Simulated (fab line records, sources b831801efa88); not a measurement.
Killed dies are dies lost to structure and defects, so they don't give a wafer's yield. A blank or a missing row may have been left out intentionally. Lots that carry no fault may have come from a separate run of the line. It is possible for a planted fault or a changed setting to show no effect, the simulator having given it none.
Which tool was responsible? / flow gf180mcu / 18 wafers from 6 lots sampled at 2 of the route's 602 steps

== WHAT THE GAUGES READ, wafer by wafer ==
GF_HV_LDD_CD_MEAS_19: the cd target is 400 nm.
lot=L847; measured=day 11 21:38; on=cd_sem-02; cd_nm (nm)=399.7 401.7 401.9
lot=L851; measured=day 13 08:30; on=cd_sem-02; cd_nm (nm)=400.7 399.5 398.4
lot=L855; measured=day 14 11:46; on=cd_sem-01; cd_nm (nm)=397.5 397.6 398.7
lot=L860; measured=day 15 22:44; on=cd_sem-02; cd_nm (nm)=290.1 290.4 289.6
lot=L863; measured=day 17 05:22; on=cd_sem-02; cd_nm (nm)=397.2 394.9 395.9
lot=L865; measured=day 17 20:54; on=cd_sem-01; cd_nm (nm)=403.0 402.7 402.6

== EACH LOT AND THE TOOL THAT RAN IT (in order: tool; ch and the chambers of the sampled wafers; start) ==
lot=L847; GF_HV_LDD_DEVELOP_18=litho_track-02 ch 0, day 11 21:29
lot=L851; GF_HV_LDD_DEVELOP_18=litho_track-03 ch 0, day 13 08:21
lot=L855; GF_HV_LDD_DEVELOP_18=litho_track-03 ch 0, day 14 11:38
lot=L860; GF_HV_LDD_DEVELOP_18=litho_track-02 ch 0, day 15 22:35
lot=L863; GF_HV_LDD_DEVELOP_18=litho_track-04 ch 0, day 17 05:13
lot=L865; GF_HV_LDD_DEVELOP_18=litho_track-03 ch 0, day 17 20:45
- GF_HV_LDD_DEVELOP_18: develop time 60 s.

== THE ANSWER, worked out from the rows above alone ==
Rule: the usual values come from the lots themselves. The widest of any qualifying gaps counts: lots, ordered by their means at a reading, are off when they make up no more than a third of the lots, leave a main group of 4 or more, and stand apart from it by 3 or more times the standard deviation of that group's means. Not used: any main group whose means are identical at the precision the tables above print for the reading. Also off: a lot with no number at a reading for which 4 or more lots have one. All remaining lots with rows at the step are treated as sound.
Off, at GF_HV_LDD_CD_MEAS_19 on cd_nm: L860. The main group has a mean of 399.5 nm with a standard deviation of 2.4.
If a tool, at a process step before that reading, ran all the lots that are off and no sound lot after the first of them, it fits. Those tools and the gauges at GF_HV_LDD_CD_MEAS_19 are tried in the same way. One candidate fits, namely litho_track-02 at GF_HV_LDD_DEVELOP_18. A fault onset in the window from L847 (day 11 21:29, its last sound lot) to L860 (day 15 22:35, its first lot off) fits.

== WHAT THE SIMULATOR PUT IN ==
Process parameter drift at GF_HV_LDD_DEVELOP_18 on litho_track-02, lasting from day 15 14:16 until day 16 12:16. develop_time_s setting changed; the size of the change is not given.
Struck lots among those shown: L860. The same result came from the rule above.
